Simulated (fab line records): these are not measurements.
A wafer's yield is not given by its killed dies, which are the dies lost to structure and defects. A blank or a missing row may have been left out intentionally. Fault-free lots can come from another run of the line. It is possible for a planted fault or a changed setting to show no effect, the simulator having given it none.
fab line records | flow sky130
record lots=13 | wafers=36 | lastDay=50
route steps=708 shown FIELD_ISO@18 DNWELL@44 NWELL@68 PAD_OPEN@708
lots untouched by any fault: they come from a run of this same line in which no faults occurred
startH: hours from the record's first day to the start of the lot's first wafer shown | waitH: how many hours have passed since the lot's step before this one | " repeats the value in the row above | L1.1+2: one row covering several wafers at once | - no value, or no start was given | * or withheld: withheld | < > ~ a bound
route shown NAME@n: names a module that has steps shown in the file, with the first one's number in the route | usual: mean/standard deviation of fault-free wafers | same: alike in all rows | chamber/n: place in a boat | sites: readings site by site | _std_site: the standard deviation of these | _edge_site: the outer-site mean with the inner-site mean subtracted | radiusMm: for every site, how far away it sits from the centre of the wafer | mask NAME#n: copy n | behind: the most recent tool/chamber to have shaped the wafer | hold: reason for holding the lot/hours on hold/outcome of the hold | device: the n, p or np transistor that did not switch | end of line: the same wafers' tests at the end of the route | a step with no rows: only its recipe | killed: dies that structure and defects cost at the first sort, which is not the same as the wafer's yield | map: a wafer's dies, x killed, . not, _ none there
set.NAME: the setting as run; set.NAME@STEP: as run at that earlier step | model.NAME: the simulator's own value behind a step, which no gauge read
steps of the route over a sample of lots; a table a step, a row a wafer
services: the hour from which a tool's chamber was out of use, counted from the record's first day as startH (under 0 if before that day), plus the number of hours and why
## steps
# step SKY_FIELD_ISO_ETCH_17
# recipe targetDepthA=3420 | maskMaterial=Si3N4 | chemistry=HBr/Cl2/O2 | target=Si | taperDeg=5 | icpW=600 | biasW=150 | pressureMtorr=15 | HBr_flow_sccm=150 | Cl2_flow_sccm=40 | O2_flow_sccm=6 | timeS=97.7
# usual drypumpMotorCurrentA=5.99/0.21 | oesProductAu=1.000/0.0086 | throttleValvePct=25.656/0.011
lot.wafer | tool     | chamber | startH | waitH | drypumpMotorCurrentA | oesProductAu | rfHoursCounterH | throttleValvePct
L246.3    | rieSi-01 | 1       | 39.15  | 0.0   | 6.26                 | 0.987        | 1               | 25.662
L246.4    | "        | 3       | "      | "     | 5.67                 | 0.996        | 53              | 25.667
L246.6    | "        | 2       | "      | "     | 6.19                 | 0.999        | -               | 25.637
L247.2    | rieSi-01 | 2       | 47.27  | 0.1   | 6.16                 | 0.993        | 0               | 25.666
L247.3    | "        | 3       | "      | "     | 5.69                 | 0.989        | 53              | 25.654
L247.5    | "        | 3       | "      | "     | 5.71                 | 0.991        | -               | 25.653
L249.3    | rieSi-01 | 2       | 55.35  | 0.0   | 6.17                 | 1.007        | 0               | 25.650
L249.4    | "        | 3       | "      | "     | 5.69                 | 0.983        | 53              | 25.677
L249.6    | "        | 0       | "      | "     | 5.96                 | 0.996        | -               | 25.671
L252.2    | rieSi-01 | 1       | 70.45  | 0.1   | 6.28                 | 0.992        | 1               | 25.670
L252.4    | "        | 2       | "      | "     | 6.19                 | 0.996        | 1               | 25.645
L253.2    | rieSi-01 | 0       | 75.80  | 0.1   | 5.96                 | 0.997        | 98              | 25.675
L253.5    | "        | 2       | "      | "     | 6.20                 | 1.004        | -               | 25.658
L256.2    | rieSi-02 | 2       | 91.05  | 0.1   | 6.15                 | 1.001        | 98              | 25.668
L256.4    | "        | 3       | "      | "     | 5.72                 | 1.018        | -               | 25.663
L258.1    | rieSi-02 | 3       | 103.45 | 0.1   | 5.72                 | 1.011        | 136             | 25.649
L258.4    | "        | 2       | "      | "     | 6.18                 | 1.005        | -               | 25.645
L258.5    | "        | 3       | "      | "     | 5.72                 | 1.011        | -               | 25.633
L259.3    | rieSi-01 | 0       | 109.21 | 0.0   | 5.96                 | 1.000        | 98              | 25.674
L259.5    | "        | 1       | "      | "     | 6.26                 | 0.987        | -               | 25.659
L259.6    | "        | 0       | "      | "     | 5.93                 | 0.999        | -               | 25.645
L261.2    | rieSi-01 | 3       | 119.20 | 0.1   | 5.69                 | 0.985        | 54              | 25.669
L261.3    | "        | 2       | "      | "     | 6.16                 | 0.988        | 1               | 25.653
L261.5    | "        | 3       | "      | "     | 5.71                 | 0.995        | -               | 25.657
L262.1    | rieSi-02 | 2       | 123.55 | 0.1   | 6.18                 | 1.003        | 98              | 25.657
L262.4    | "        | 3       | "      | "     | 5.72                 | 1.004        | 136             | 25.647
L262.6    | "        | 2       | "      | "     | 6.16                 | 1.007        | -               | 25.663
L263.1    | rieSi-02 | 0       | 128.20 | 0.1   | 6.04                 | 1.022        | 4               | 25.634
L263.4    | "        | 2       | "      | "     | 6.17                 | 1.004        | 98              | 25.658
L263.6    | "        | 2       | "      | "     | 6.19                 | 1.006        | -               | 25.656
L266.2    | rieSi-01 | 0       | 147.91 | 0.1   | 5.95                 | 1.000        | 98              | 25.674
L266.3    | "        | 1       | "      | "     | 6.26                 | 0.990        | 2               | 25.663
L266.6    | "        | 1       | "      | "     | 6.26                 | 0.998        | -               | 25.663
L267.1    | rieSi-02 | 0       | 151.12 | 0.1   | 6.04                 | 1.008        | 4               | 25.643
L267.2    | "        | 1       | "      | "     | 5.78                 | 0.991        | 0               | 25.667
L267.3    | "        | 2       | "      | "     | 6.18                 | 0.997        | 98              | 25.653
# step SKY_DNWELL_TW_MEAS_09
# usual DNWELL_TW=1105/10
lot.wafer | tool         | chamber | startH | waitH | DNWELL_TW
L246.3    | filmMetro-03 | -       | 61.70  | 0.1   | 1099
L246.4    | "            | -       | "      | "     | 1103
L246.6    | "            | -       | "      | "     | 1100
L247.2    | filmMetro-04 | -       | 69.74  | 0.1   | 1099
L247.3    | "            | -       | "      | "     | 1102
L247.5    | "            | -       | "      | "     | 1107
L249.3    | filmMetro-04 | -       | 77.05  | 0.1   | 1109
L249.4    | "            | -       | "      | "     | 1105
L249.6    | "            | -       | "      | "     | 1114
L252.2    | filmMetro-04 | -       | 94.34  | 0.1   | 1087
L252.4    | "            | -       | "      | "     | 1091
L253.2    | filmMetro-01 | -       | 98.99  | 0.1   | 1111
L253.5    | "            | -       | "      | "     | 1122
L256.2    | filmMetro-04 | -       | 117.16 | 0.1   | 1089
L256.4    | "            | -       | "      | "     | 1091
L258.1    | filmMetro-04 | -       | 131.28 | 0.1   | 1100
L258.4    | "            | -       | "      | "     | 1100
L258.5    | "            | -       | "      | "     | 1099
L259.3    | filmMetro-04 | -       | 135.92 | 0.1   | 1103
L259.5    | "            | -       | "      | "     | 1096
L259.6    | "            | -       | "      | "     | 1102
L262.1    | filmMetro-03 | -       | 156.35 | 0.1   | 1108
L262.4    | "            | -       | "      | "     | 1106
L262.6    | "            | -       | "      | "     | 1105
L261.2    | filmMetro-04 | -       | 157.09 | 0.1   | 1098
L261.3    | "            | -       | "      | "     | 1099
L261.5    | "            | -       | "      | "     | 1098
L263.1    | filmMetro-03 | -       | 163.65 | 0.1   | 1110
L263.4    | "            | -       | "      | "     | 1117
L263.6    | "            | -       | "      | "     | 1113
L266.2    | filmMetro-03 | -       | 176.56 | 0.1   | 1105
L266.3    | "            | -       | "      | "     | 1102
L266.6    | "            | -       | "      | "     | 1097
L267.1    | filmMetro-01 | -       | 178.45 | 0.1   | 1127
L267.2    | "            | -       | "      | "     | 1126
L267.3    | "            | -       | "      | "     | 1126
# step SKY_NWELL_TW_MEAS_15
# usual NWELL_TW=1812/16
lot.wafer | tool         | chamber | startH | waitH | NWELL_TW
L246.3    | filmMetro-04 | -       | 95.98  | 0.1   | 1795
L246.4    | "            | -       | "      | "     | 1783
L246.6    | "            | -       | "      | "     | 1800
L247.2    | filmMetro-01 | -       | 104.79 | 0.1   | 1818
L247.3    | "            | -       | "      | "     | 1827
L247.5    | "            | -       | "      | "     | 1826
L249.3    | filmMetro-01 | -       | 112.32 | 0.1   | 1826
L249.4    | "            | -       | "      | "     | 1831
L249.6    | "            | -       | "      | "     | 1828
L252.2    | filmMetro-01 | -       | 131.42 | 0.1   | 1830
L252.4    | "            | -       | "      | "     | 1837
L253.2    | filmMetro-04 | -       | 135.44 | 0.1   | 1791
L253.5    | "            | -       | "      | "     | 1791
L256.2    | filmMetro-04 | -       | 153.84 | 0.1   | 1800
L256.4    | "            | -       | "      | "     | 1794
L258.1    | filmMetro-03 | -       | 169.91 | 0.1   | 1814
L258.4    | "            | -       | "      | "     | 1822
L258.5    | "            | -       | "      | "     | 1813
L259.3    | filmMetro-03 | -       | 175.28 | 0.1   | 1818
L259.5    | "            | -       | "      | "     | 1818
L259.6    | "            | -       | "      | "     | 1815
L262.1    | filmMetro-04 | -       | 198.47 | 0.1   | 1807
L262.4    | "            | -       | "      | "     | 1809
L262.6    | "            | -       | "      | "     | 1792
L261.2    | filmMetro-04 | -       | 198.72 | 0.1   | 1803
L261.3    | "            | -       | "      | "     | 1804
L261.5    | "            | -       | "      | "     | 1805
L263.1    | filmMetro-01 | -       | 205.63 | 0.1   | 1825
L263.4    | "            | -       | "      | "     | 1827
L263.6    | "            | -       | "      | "     | 1844
L266.2    | filmMetro-04 | -       | 220.54 | 0.1   | 1801
L266.3    | "            | -       | "      | "     | 1802
L266.6    | "            | -       | "      | "     | 1792
L267.1    | filmMetro-01 | -       | 222.86 | 0.1   | 1837
L267.2    | "            | -       | "      | "     | 1833
L267.3    | "            | -       | "      | "     | 1838
# step SKY_NWELL_IMPLANT_24
# recipe species=B | energyKev=140 | doseCm2=9.2e+12 | tiltDeg=withheld
# usual beamOnS=10.00/0.19 | endStationPressureTorr=5.05e-06/2.7e-07 | faradayCurrentUA=51.9/0.96
lot.wafer | tool         | chamber | startH | waitH | beamOnS | endStationPressureTorr | faradayCurrentUA
L246.3    | implanter-03 | 0       | 113.82 | 0.1   | 10.05   | 5.18e-06               | 51.3
L246.4    | "            | 0       | "      | "     | 10.07   | 4.82e-06               | 51.5
L246.6    | "            | 0       | "      | "     | 9.71    | 4.85e-06               | 53.2
L247.2    | implanter-02 | 0       | 122.96 | 0.0   | 9.80    | 5.01e-06               | 52.8
L247.3    | "            | 0       | "      | "     | 10.03   | 4.99e-06               | 51.8
L247.5    | "            | 0       | "      | "     | 10.03   | 4.87e-06               | 51.7
L249.3    | implanter-02 | 0       | 129.91 | 0.1   | 9.98    | 4.93e-06               | 51.9
L249.4    | "            | 0       | "      | "     | 10.09   | 5.27e-06               | 51.5
L249.6    | "            | 0       | "      | "     | 9.81    | 5.12e-06               | 52.8
L252.2    | implanter-02 | 0       | 149.49 | 0.0   | 9.83    | 5.46e-06               | 52.8
L252.4    | "            | 0       | "      | "     | 8.06    | 5.39e-06               | 63.8
L253.2    | implanter-02 | 0       | 153.74 | 0.0   | 9.95    | 5.36e-06               | 52.2
L253.5    | "            | 0       | "      | "     | 7.87    | 5e-06                  | 65.7
L256.2    | implanter-02 | 0       | 173.61 | 0.0   | 10.00   | 4.86e-06               | 51.6
L256.4    | "            | 0       | "      | "     | 8.15    | 5.88e-06               | 63.2
L258.1    | implanter-03 | 0       | 190.77 | 0.0   | 9.96    | 5e-06                  | 52.5
L258.4    | "            | 0       | "      | "     | 9.92    | 4.96e-06               | 52.4
L258.5    | "            | 0       | "      | "     | 10.03   | 5.17e-06               | 51.4
L259.3    | implanter-01 | 0       | 196.83 | 0.1   | 9.94    | 4.99e-06               | 52.2
L259.5    | "            | 0       | "      | "     | 10.31   | 5.05e-06               | 50.2
L259.6    | "            | 0       | "      | "     | 10.05   | 4.84e-06               | 51.7
L262.1    | implanter-01 | 0       | 220.42 | 0.0   | 9.66    | 5.05e-06               | 53.3
L262.4    | "            | 0       | "      | "     | 10.04   | 5.1e-06                | 52.2
L262.6    | "            | 0       | "      | "     | 10.12   | 5.74e-06               | 51.3
L261.2    | implanter-03 | 0       | 220.79 | 0.0   | 10.25   | 4.94e-06               | 50.4
L261.3    | "            | 0       | "      | "     | 9.79    | 5.1e-06                | 52.9
L261.5    | "            | 0       | "      | "     | 10.24   | 5.13e-06               | 50.6
L263.1    | implanter-01 | 0       | 227.88 | 0.0   | 10.50   | 5.48e-06               | 49.3
L263.4    | "            | 0       | "      | "     | 10.27   | 4.6e-06                | 50.7
L263.6    | "            | 0       | "      | "     | 9.54    | 4.93e-06               | 54.0
L266.2    | implanter-02 | 0       | 243.91 | 0.0   | 9.98    | 4.06e-06               | 52.0
L266.3    | "            | 0       | "      | "     | 9.95    | 4.74e-06               | 52.0
L266.6    | "            | 0       | "      | "     | 10.18   | 5.05e-06               | 51.0
L267.1    | implanter-03 | 0       | 245.82 | 0.0   | 9.97    | 4.84e-06               | 51.8
L267.2    | "            | 0       | "      | "     | 10.29   | 4.88e-06               | 50.5
L267.3    | "            | 0       | "      | "     | 10.24   | 5.41e-06               | 50.9
# step SKY_NWELL_TW_MEAS_26
# usual NWELL_2_TW=495/4
lot.wafer | tool         | chamber | startH | waitH | NWELL_2_TW
L246.3    | filmMetro-01 | -       | 114.04 | 0.1   | 497
L246.4    | "            | -       | "      | "     | 495
L246.6    | "            | -       | "      | "     | 496
L247.2    | filmMetro-01 | -       | 123.19 | 0.1   | 502
L247.3    | "            | -       | "      | "     | 504
L247.5    | "            | -       | "      | "     | 501
L249.3    | filmMetro-04 | -       | 130.13 | 0.1   | 491
L249.4    | "            | -       | "      | "     | 490
L249.6    | "            | -       | "      | "     | 489
L252.2    | filmMetro-03 | -       | 149.72 | 0.1   | 494
L252.4    | "            | -       | "      | "     | 459
L253.2    | filmMetro-01 | -       | 153.98 | 0.1   | 498
L253.5    | "            | -       | "      | "     | 463
L256.2    | filmMetro-01 | -       | 173.93 | 0.2   | 499
L256.4    | "            | -       | "      | "     | 463
L258.1    | filmMetro-04 | -       | 191.02 | 0.1   | 491
L258.4    | "            | -       | "      | "     | 492
L258.5    | "            | -       | "      | "     | 492
L259.3    | filmMetro-03 | -       | 197.05 | 0.1   | 496
L259.5    | "            | -       | "      | "     | 495
L259.6    | "            | -       | "      | "     | 497
L262.1    | filmMetro-01 | -       | 220.67 | 0.1   | 500
L262.4    | "            | -       | "      | "     | 498
L262.6    | "            | -       | "      | "     | 504
L261.2    | filmMetro-03 | -       | 221.03 | 0.1   | 493
L261.3    | "            | -       | "      | "     | 494
L261.5    | "            | -       | "      | "     | 495
L263.1    | filmMetro-04 | -       | 228.13 | 0.1   | 492
L263.4    | "            | -       | "      | "     | 492
L263.6    | "            | -       | "      | "     | 491
L266.2    | filmMetro-04 | -       | 244.14 | 0.1   | 493
L266.3    | "            | -       | "      | "     | 491
L266.6    | "            | -       | "      | "     | 492
L267.1    | filmMetro-04 | -       | 246.07 | 0.1   | 490
L267.2    | "            | -       | "      | "     | 488
L267.3    | "            | -       | "      | "     | 491
# step SKY_PAD_OPEN_PROBE_99
# usual killed_at_M0_to_M3=43/7 | killed_at_M4_up=3.4/1.9 | killedAtContacts=24/5.4 | killedAtFrontEnd=15/4.4 | killedAtOther=0.4/0.63 | killedDies=86/9.1 | killedOnRim=16/3.5 | killedOpen=46/6.6 | killedShort=39/6.6
# same grossDies=492 | killedAtBackSide=0
lot.wafer | tool      | chamber | startH  | waitH | killed_at_M0_to_M3 | killed_at_M4_up | killedAtContacts | killedAtFrontEnd | killedAtOther | killedDies | killedOnRim | killedOpen | killedShort
L247.2    | prober-01 | -       | 1114.91 | 0.1   | 44                 | 2               | 18               | 18               | 0             | 82         | 13          | 48         | 32
L247.3    | prober-01 | -       | 1114.96 | 0.2   | 39                 | 4               | 21               | 21               | 0             | 85         | 8           | 54         | 31
L247.5    | prober-01 | -       | 1115.06 | 0.2   | 48                 | 3               | 16               | 26               | 0             | 93         | 14          | 52         | 36
L249.3    | prober-02 | -       | 1121.24 | 0.2   | 35                 | 7               | 19               | 14               | 0             | 75         | 14          | 40         | 35
L249.4    | prober-02 | -       | 1121.29 | 0.2   | 40                 | 4               | 18               | 15               | 0             | 77         | 16          | 44         | 33
L249.6    | prober-02 | -       | 1121.39 | 0.2   | 49                 | 6               | 26               | 6                | 1             | 88         | 18          | 44         | 44
L252.2    | prober-02 | -       | 1129.47 | 0.1   | 38                 | 4               | 24               | 15               | 0             | 81         | 14          | 35         | 46
L252.4    | prober-02 | -       | 1129.57 | 0.2   | 47                 | 5               | 22               | 16               | 0             | 90         | 17          | 48         | 42
L256.2    | prober-01 | -       | 1143.07 | 0.1   | 35                 | 5               | 20               | 17               | 1             | 78         | 17          | 34         | 44
L258.1    | prober-01 | -       | 1153.27 | 0.1   | 51                 | 3               | 16               | 16               | 0             | 86         | 15          | 47         | 39
L258.4    | prober-01 | -       | 1153.42 | 0.2   | 43                 | 2               | 28               | 12               | 0             | 85         | 16          | 47         | 38
L258.5    | prober-01 | -       | 1153.47 | 0.2   | 59                 | 5               | 21               | 16               | 0             | 101        | 19          | 54         | 47
L259.3    | prober-02 | -       | 1163.45 | 0.2   | 34                 | 0               | 15               | 15               | 0             | 64         | 10          | 38         | 26
L259.5    | prober-02 | -       | 1163.55 | 0.2   | 46                 | 5               | 26               | 17               | 1             | 95         | 20          | 57         | 37
L259.6    | prober-02 | -       | 1163.60 | 0.2   | 44                 | 3               | 21               | 8                | 0             | 76         | 11          | 48         | 28
L261.2    | prober-01 | -       | 1183.00 | 0.1   | 41                 | 5               | 16               | 12               | 0             | 74         | 14          | 48         | 26
L261.3    | prober-01 | -       | 1183.05 | 0.2   | 44                 | 2               | 24               | 6                | 0             | 76         | 8           | 45         | 31
L261.5    | prober-01 | -       | 1183.15 | 0.2   | 38                 | 5               | 22               | 21               | 0             | 86         | 22          | 43         | 43
L263.1    | prober-01 | -       | 1187.24 | 0.1   | 40                 | 3               | 21               | 21               | 1             | 86         | 18          | 43         | 43
L263.4    | prober-01 | -       | 1187.39 | 0.2   | 41                 | 2               | 23               | 11               | 0             | 77         | 14          | 41         | 36
L263.6    | prober-01 | -       | 1187.49 | 0.2   | 38                 | 6               | 29               | 13               | 0             | 86         | 17          | 46         | 39
# killed by level:class
L247.2 VIA1:geometricParticle:open=12 VIA1:geometricParticle:short=9 CONTACT:geometricParticle:open=8 VIA2:geometricParticle:open=8 SPACER:geometricParticle:open=5 LI_CONTACT:geometricParticle:open=5 VIA2:geometricParticle:short=4 VIA3:geometricParticle:open=4
L247.3 VIA1:geometricParticle:open=13 CONTACT:geometricParticle:open=9 LI_CONTACT:geometricParticle:open=8 FIELD_ISO:geometricParticle:open=6 POLY_GATE:geometricParticle:short=6 VIA1:geometricParticle:short=6 VIA3:geometricParticle:open=5 VIA2:geometricParticle:open=5
L247.5 VIA1:geometricParticle:open=18 CONTACT:geometricParticle:open=8 FIELD_ISO:geometricParticle:short=7 FIELD_ISO:geometricParticle:open=5 VIA2:geometricParticle:open=5 VIA3:geometricParticle:open=5 METAL2:geometricParticle:short=4 POLY_GATE:geometricParticle:short=4
L249.3 VIA3:geometricParticle:open=9 LI_CONTACT:geometricParticle:open=5 METAL2:geometricParticle:short=5 METAL4:geometricParticle:short=5 VIA1:geometricParticle:open=5 VIA1:geometricParticle:short=5 POLY_GATE:geometricParticle:open=4 CONTACT:geometricParticle:open=4
L249.4 VIA3:geometricParticle:open=8 FIELD_ISO:geometricParticle:open=7 CONTACT:geometricParticle:open=7 VIA1:geometricParticle:open=7 METAL2:geometricParticle:short=5 LOCAL_INTERCONNECT:geometricParticle:short=4 LI_CONTACT:geometricParticle:open=4 METAL1:geometricParticle:short=4
L249.6 VIA1:geometricParticle:open=11 VIA3:geometricParticle:open=9 LI_CONTACT:geometricParticle:open=8 LOCAL_INTERCONNECT:geometricParticle:short=7 VIA3:geometricParticle:short=6 CONTACT:geometricParticle:open=5 METAL1:geometricParticle:short=5 METAL4:geometricParticle:short=5
L252.2 CONTACT:geometricParticle:open=7 METAL1:geometricParticle:short=7 CONTACT:geometricParticle:short=6 VIA1:geometricParticle:open=5 METAL2:geometricParticle:short=5 VIA2:geometricParticle:open=5 LI_CONTACT:geometricParticle:short=4 VIA1:geometricParticle:short=4
L252.4 VIA3:geometricParticle:open=9 CONTACT:geometricParticle:open=7 LI_CONTACT:geometricParticle:open=6 METAL2:geometricParticle:short=6 VIA1:geometricParticle:open=6 POLY_GATE:geometricParticle:open=5 CONTACT:geometricParticle:short=5 METAL1:geometricParticle:short=5
L256.2 FIELD_ISO:geometricParticle:short=8 VIA1:geometricParticle:open=8 VIA1:geometricParticle:short=7 VIA2:geometricParticle:open=6 LI_CONTACT:geometricParticle:open=6 CONTACT:geometricParticle:open=5 LI_CONTACT:geometricParticle:short=4 METAL1:geometricParticle:short=4
L258.1 VIA1:geometricParticle:open=12 VIA2:geometricParticle:open=11 VIA1:geometricParticle:short=7 LI_CONTACT:geometricParticle:open=5 CONTACT:geometricParticle:open=5 VIA2:geometricParticle:short=5 FIELD_ISO:geometricParticle:open=4 FIELD_ISO:geometricParticle:short=3
L258.4 VIA1:geometricParticle:open=11 CONTACT:geometricParticle:open=10 LI_CONTACT:geometricParticle:open=7 LOCAL_INTERCONNECT:geometricParticle:short=6 METAL2:geometricParticle:short=6 VIA1:geometricParticle:short=5 LI_CONTACT:geometricParticle:short=4 METAL1:geometricParticle:short=4
L258.5 VIA1:geometricParticle:open=12 CONTACT:geometricParticle:open=9 VIA2:geometricParticle:open=9 VIA3:geometricParticle:open=8 FIELD_ISO:geometricParticle:short=7 METAL2:geometricParticle:short=7 VIA2:geometricParticle:short=6 LI_CONTACT:geometricParticle:open=5
L259.3 VIA1:geometricParticle:open=13 VIA2:geometricParticle:open=7 FIELD_ISO:geometricParticle:short=6 LI_CONTACT:geometricParticle:open=4 LOCAL_INTERCONNECT:geometricParticle:short=4 CONTACT:geometricParticle:open=4 METAL2:geometricParticle:short=4 FIELD_ISO:geometricParticle:open=3
L259.5 VIA1:geometricParticle:open=14 CONTACT:geometricParticle:open=10 VIA3:geometricParticle:open=9 METAL1:geometricParticle:short=8 LI_CONTACT:geometricParticle:open=7 FIELD_ISO:geometricParticle:short=5 POLY_GATE:geometricParticle:short=5 LOCAL_INTERCONNECT:geometricParticle:short=4
L259.6 VIA1:geometricParticle:open=16 CONTACT:geometricParticle:open=8 VIA3:geometricParticle:open=8 POLY_GATE:geometricParticle:short=5 VIA2:geometricParticle:open=5 METAL2:geometricParticle:short=5 LI_CONTACT:geometricParticle:open=4 LOCAL_INTERCONNECT:geometricParticle:short=4
L261.2 VIA2:geometricParticle:open=12 VIA1:geometricParticle:open=12 LI_CONTACT:geometricParticle:open=6 CONTACT:geometricParticle:open=6 METAL4:geometricParticle:short=3 LOCAL_INTERCONNECT:geometricParticle:short=3 VIA1:geometricParticle:short=3 METAL2:geometricParticle:short=3
L261.3 CONTACT:geometricParticle:open=11 VIA1:geometricParticle:open=10 VIA2:geometricParticle:open=9 METAL2:geometricParticle:short=7 LI_CONTACT:geometricParticle:open=5 VIA3:geometricParticle:short=5 VIA3:geometricParticle:open=4 LOCAL_INTERCONNECT:geometricParticle:short=3
L261.5 CONTACT:geometricParticle:open=13 VIA3:geometricParticle:open=6 VIA2:geometricParticle:open=6 VIA1:geometricParticle:open=5 POLY_GATE:geometricParticle:open=5 METAL1:geometricParticle:short=5 VIA1:geometricParticle:short=5 POLY_GATE:geometricParticle:short=4
L263.1 VIA1:geometricParticle:open=12 POLY_GATE:geometricParticle:short=9 LI_CONTACT:geometricParticle:open=6 CONTACT:geometricParticle:open=6 METAL1:geometricParticle:short=6 VIA2:geometricParticle:open=6 METAL3:geometricParticle:short=5 FIELD_ISO:geometricParticle:open=4
L263.4 VIA1:geometricParticle:open=8 CONTACT:geometricParticle:open=7 VIA2:geometricParticle:open=7 VIA3:geometricParticle:open=6 LI_CONTACT:geometricParticle:short=5 LI_CONTACT:geometricParticle:open=5 VIA1:geometricParticle:short=5 METAL2:geometricParticle:short=4
L263.6 CONTACT:geometricParticle:open=10 LOCAL_INTERCONNECT:geometricParticle:short=9 VIA1:geometricParticle:open=8 VIA3:geometricParticle:open=6 METAL1:geometricParticle:short=6 VIA2:geometricParticle:open=5 METAL4:geometricParticle:short=5 LI_CONTACT:geometricParticle:open=4
## services
tool         | chamber | startH | hours | kind
implanter-03 | -       | 21.27  | 1.8   | repair
rieSi-01     | 3       | 40.18  | 4.4   | repair
rieSi-02     | 1       | 80.44  | -     | clean
rieSi-02     | 1       | 80.44  | 32.9  | scheduledDown
rieSi-02     | 1       | 80.44  | 32.9  | ventCycle
rieSi-02     | -       | 105.07 | 15.6  | pm
rieSi-01     | 1       | 112.92 | 15.6  | repair
rieSi-02     | 1       | 132.12 | 7.3   | repair
rieSi-02     | 3       | 134.97 | 15.1  | repair
implanter-03 | -       | 147.65 | 37.8  | pm
rieSi-02     | 3       | 150.10 | -     | clean
rieSi-02     | 3       | 150.10 | 25.3  | scheduledDown
rieSi-02     | 3       | 150.10 | 25.3  | ventCycle
rieSi-01     | -       | 202.41 | 2.8   | pm
rieSi-01     | 2       | 208.47 | 13.3  | repair
rieSi-01     | -       | 215.25 | 0.4   | repair
rieSi-02     | 0       | 221.17 | 5.8   | repair
rieSi-02     | 1       | 222.33 | 1.6   | repair
implanter-01 | -       | 236.72 | 6.0   | pm
## key
firstSign step=SKY_NWELL_IMPLANT_24 | reading=faradayCurrentUA | direction=up | sigmas=13 | usual=51.9 | struck=64.2
effect step=SKY_NWELL_IMPLANT_24 | reading=beamOnS | direction=down | sigmas=11 | usual=10.00 | struck=8.03
effect step=SKY_NWELL_TW_MEAS_26 | reading=NWELL_2_TW | direction=down | sigmas=8.4 | usual=495 | struck=462
metAt SKY_NWELL_IMPLANT_24
struckLots L252,L253,L256
struckWafers L252.4,L253.5,L256.4
testerLeftOut L252,L253,L256
notActingAt SKY_FIELD_ISO_ETCH_17,SKY_DNWELL_TW_MEAS_09,SKY_NWELL_TW_MEAS_15
onsetBetween 129.91 149.49
fault kind=processParameterDrift | tool=implanter-02 | chamber=- | onsetH=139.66 | steps=SKY_NWELL_IMPLANT_24 | channel=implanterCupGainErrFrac | offset=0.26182 | shape=step | endH=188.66 | scope=struckWafersOnly
# testerLeftOut: of these lots the tester's yield and bins aren't shown, on N5 and GAA mostly nor the transistor test; their killed dies are dies lost to structure and defects alone, not to doping, threshold or leakage, so they don't give the yield
